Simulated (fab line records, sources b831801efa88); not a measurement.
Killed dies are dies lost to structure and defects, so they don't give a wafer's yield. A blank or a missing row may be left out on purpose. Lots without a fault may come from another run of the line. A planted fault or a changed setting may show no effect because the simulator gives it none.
Chamber matching | flow gf180mcu | GF_V4_CMP_26 on cmp-01: 4 sister chambers
The step polishes, stops on SiO2, t overpolish 15 s, target thk 0 nm. 4 wafers are shown with their chamber, then 12 later ones without.

WAFERS WITH THEIR CHAMBER
wafer  | chamber | time_to_endpoint_s (s)
L083.1 | 0       | 80
L088.1 | 3       | 86
L088.4 | 1       | 90
L088.5 | 2       | 87

WAFERS WITHOUT THEIR CHAMBER
wafer  | time_to_endpoint_s (s)
L089.1 | 79
L089.3 | 89
L089.5 | 81
L093.2 | 77
L093.3 | 82
L093.5 | 87
L095.4 | 85
L095.5 | 89
L095.6 | 83
L097.2 | 87
L097.3 | 80
L097.5 | 83

WHICH CHAMBER EACH WENT THROUGH
wafer  | from the rows above          | in truth
L089.1 | 0                            | 0
L089.3 | can't be placed: 1 or 2 or 3 | 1
L089.5 | 0                            | 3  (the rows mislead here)
L093.2 | 0                            | 0
L093.3 | can't be placed: 0 or 3 or 2 | 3
L093.5 | can't be placed: 2 or 3 or 1 | 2
L095.4 | can't be placed: 3 or 2      | 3
L095.5 | can't be placed: 1 or 2 or 3 | 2
L095.6 | can't be placed: 0 or 3 or 2 | 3
L097.2 | can't be placed: 2 or 3 or 1 | 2
L097.3 | 0                            | 0
L097.5 | can't be placed: 0 or 3 or 2 | 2
Placed correctly: 3 of 12. Can't be placed from these rows: 8 (the true chamber is among the candidates in 8). Placed wrongly: 1.
How it was worked out, from the rows above alone: a wafer's distance from a chamber is the root of the sum, over the readings, of the square of ((its reading less the chamber's mean) divided by the reading's scatter). The wafer belongs to the nearest chamber; if the next one is less than 2 further off, it can't be placed. A chamber's mean is the mean of its shown wafers. The scatter: with one shown wafer a chamber, the root of the mean of the squares of how far each hidden wafer lies from its nearest shown one.
